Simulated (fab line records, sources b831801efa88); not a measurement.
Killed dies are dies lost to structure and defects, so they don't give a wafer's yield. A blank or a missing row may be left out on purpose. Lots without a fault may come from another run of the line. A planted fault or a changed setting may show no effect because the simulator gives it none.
Which tool did it? | flow sfq_line | 7 lots, 21 wafers sampled, at 2 steps of a route of 325

WHAT THE GAUGES READ, wafer by wafer
SFQ_I3_BOW_MEAS_922.
lot  | measured     | on            | I3_BOW (um)
L886 | day 25 11:12 | film_metro-01 | 0 14 7
L888 | day 28 07:14 | film_metro-01 | 7 8 -7
L890 | day 28 13:10 | film_metro-02 | 6 -5 3 - - -
L898 | day 38 19:19 | film_metro-01 | -3 -8 4
L901 | day 39 03:43 | film_metro-02 | -2 -2 -7
L905 | day 39 13:43 | film_metro-04 | 18 6 6
L907 | day 39 20:34 | film_metro-04 | -11 3 3

WHICH TOOL RAN EACH LOT (tool, then ch and the chambers of the sampled wafers, then the start)
lot  | SFQ_TRILAYER_I3_CMP_CMP_082
L886 | cmp-01 ch 0,2, day 25 08:42
L888 | cmp-02 ch 0,1,2, day 28 04:08
L890 | cmp-02 ch 0,3, day 28 10:38
L898 | cmp-02 ch 0,1,3, day 38 16:19
L901 | cmp-02 ch 0,2,3, day 39 00:43
L905 | cmp-02 ch 0,1, day 39 10:43
L907 | cmp-02 ch 1,2, day 39 18:01
- SFQ_TRILAYER_I3_CMP_CMP_082: polishes SiO2.

THE ANSWER, worked out from the rows above alone
Rule: what is usual is taken from the lots themselves. Put in order of their means at a reading, lots are off if they are a third of the lots or fewer, leave a main group of 4 or more, and stand apart from it by a gap of 3 or more times the standard deviation of the main group's means; of several such gaps the widest counts. A main group whose means are all the same, to the digits that the tables above print for the reading, isn't used. A lot without any number at a reading at which 4 lots or more have one is off too. The other lots that the step has rows for count as sound.
No lot is off at any reading shown: from this, nothing can be told.

WHAT THE SIMULATOR HAD PUT IN
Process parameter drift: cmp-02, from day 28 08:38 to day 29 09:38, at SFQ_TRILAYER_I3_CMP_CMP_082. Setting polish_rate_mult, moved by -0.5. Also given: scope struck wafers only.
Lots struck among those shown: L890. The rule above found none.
